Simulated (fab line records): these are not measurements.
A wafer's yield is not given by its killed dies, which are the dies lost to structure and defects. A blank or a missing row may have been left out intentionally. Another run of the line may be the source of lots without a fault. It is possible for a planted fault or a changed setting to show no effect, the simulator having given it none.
Which tool did it? ; flow gf180mcu ; at 1 step of a route of 602, 10 lots with 30 wafers sampled

WHAT THE GAUGES READ, wafer by wafer
GF_V1_THK_MEAS_01.
lot;measured;on;V1_CVD_00_THK (nm)
L510;day 18 08:17;film metro-01;588 585 583
L511;day 18 18:02;film metro-01;595 590 596
L513;day 19 11:35;film metro-04;603 605 604
L514;day 19 17:16;film metro-04;593 594 593
L516;day 20 20:09;film metro-01;583 585 584
L523;day 23 01:59;film metro-01;607 604 600
L526;day 23 23:22;film metro-02;599 609 605
L527;day 24 04:56;film metro-04;601 604 598
L528;day 24 15:52;film metro-04;611 610 610
L529;day 24 21:31;film metro-04;603 592 591

WHICH TOOL RAN EACH LOT (tool, then ch and the chambers of the sampled wafers, then the start)
The record shows no process step preceding these readings.

THE ANSWER, worked out from the rows above alone
Rule: the lots themselves supply what counts as usual. Put in order of their means at a reading, lots are off if they are a third of the lots or fewer, leave a main group of 4 or more, and stand apart from it by a gap of 3 or more times the standard deviation of the main group's means; of several such gaps the widest counts. If all means in a main group match to the digits the tables above print for the reading, that group is not used. A lot without any number at a reading at which 4 lots or more have one is off too. All remaining lots with rows at the step are treated as sound.
Across all readings shown, no lot is off: no conclusion can be drawn from this.

WHAT THE SIMULATOR HAD INSERTED
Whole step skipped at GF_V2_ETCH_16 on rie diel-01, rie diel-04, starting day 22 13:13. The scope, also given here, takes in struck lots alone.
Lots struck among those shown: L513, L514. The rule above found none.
